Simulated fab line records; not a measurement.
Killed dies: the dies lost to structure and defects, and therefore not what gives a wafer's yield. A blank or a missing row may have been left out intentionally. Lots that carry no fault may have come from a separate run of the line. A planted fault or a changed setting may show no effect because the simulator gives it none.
The tool behind it: which one? + flow sky130 + 13 lots with 39 wafers sampled at 2 steps, on a route of 708 steps

WHAT THE GAUGES READ, wafer by wafer
Not one reading of a measure or inspect step in the record can be checked against a usual standard deviation.

TOOL THAT RAN EACH LOT (tool first, then ch and the chambers of the sampled wafers, then the start)
| lot  | SKY_LI_CONTACT_CLEAN_17         | SKY_PAD_OPEN_PROBE_99   |
|------|---------------------------------|-------------------------|
| L620 | wet-bench-03 ch 1, day 29 08:15 | -                       |
| L619 | wet-bench-04 ch 1, day 29 09:17 | -                       |
| L621 | wet-bench-04 ch 1, day 29 16:02 | -                       |
| L622 | wet-bench-02 ch 2, day 30 11:14 | -                       |
| L624 | wet-bench-02 ch 2, day 30 22:33 | -                       |
| L623 | wet-bench-04 ch 2, day 31 00:29 | -                       |
| L625 | wet-bench-03 ch 1, day 31 01:31 | -                       |
| L630 | wet-bench-03 ch 2, day 32 17:51 | prober-02, day 48 11:26 |
| L633 | wet-bench-02 ch 1, day 33 16:30 | -                       |
| L634 | wet-bench-04 ch 3, day 34 03:12 | -                       |
| L635 | wet-bench-04 ch 1, day 34 08:36 | -                       |
| L640 | wet-bench-04 ch 0, day 35 22:03 | -                       |
| L641 | wet-bench-02 ch 0, day 35 22:42 | -                       |
- SKY_LI_CONTACT_CLEAN_17: cleans in NMP, time 600 s.
- SKY_PAD_OPEN_PROBE_99

WHAT THE TOOLS THEMSELVES READ (means of the sampled wafers that have a number; where no wafer has one, the mark that the record gives instead)
SKY_PAD_OPEN_PROBE_99. Usual: killed_at_M0_to_M3 43, standard deviation 7.2; killed_at_M4_up 3.3, standard deviation 2; killed-at-contacts 25, standard deviation 5.8; killed-at-front-end 15, standard deviation 4.5; killed-at-other 0.3, standard deviation 0.62; killed-dies 86, standard deviation 9.4; killed-open 47, standard deviation 7.1; killed-short 39, standard deviation 6.
| lot  | tool      | killed_at_M0_to_M3 | killed_at_M4_up | killed-at-contacts | killed-at-front-end | killed-at-other | killed-dies | killed-open | killed-short | flag |
|------|-----------|--------------------|-----------------|--------------------|---------------------|-----------------|-------------|-------------|--------------|------|
| L630 | prober-02 | 41                 | 3.7             | 65                 | 13                  | 0.0             | 123         | 47          | 35           | OFF  |

THE ANSWER, worked out from the rows above alone
Rule: take the mean of a lot's wafers that have a number; if it is more than 3 standard deviations from the usual mean, the lot is off. Also off: a lot with no number at a reading for which 4 or more lots have one. Any other lot the step has rows for is counted as sound. The gauges are gone through in route order, then the tools' own readings, and for those a lot's mean is taken as printed above. The first step at which some lot is off is used, and at that step the reading that is off furthest; a lot without a number counts as furthest.
Off: L630, at SKY_PAD_OPEN_PROBE_99 (killed-at-contacts). Neither off nor sound, because the step has no rows for them: L620, L619, L621, L622, L624, L623, L625, L633, L634, L635, L640, L641.
If a tool, at that step or one of the process steps before it, ran each lot that is off and ran no sound lot following the first of them, it fits. This does not decide it: 2 tools fit, namely wet-bench-03 at SKY_LI_CONTACT_CLEAN_17 and prober-02 at SKY_PAD_OPEN_PROBE_99.

WHAT THE SIMULATOR HAD INSERTED
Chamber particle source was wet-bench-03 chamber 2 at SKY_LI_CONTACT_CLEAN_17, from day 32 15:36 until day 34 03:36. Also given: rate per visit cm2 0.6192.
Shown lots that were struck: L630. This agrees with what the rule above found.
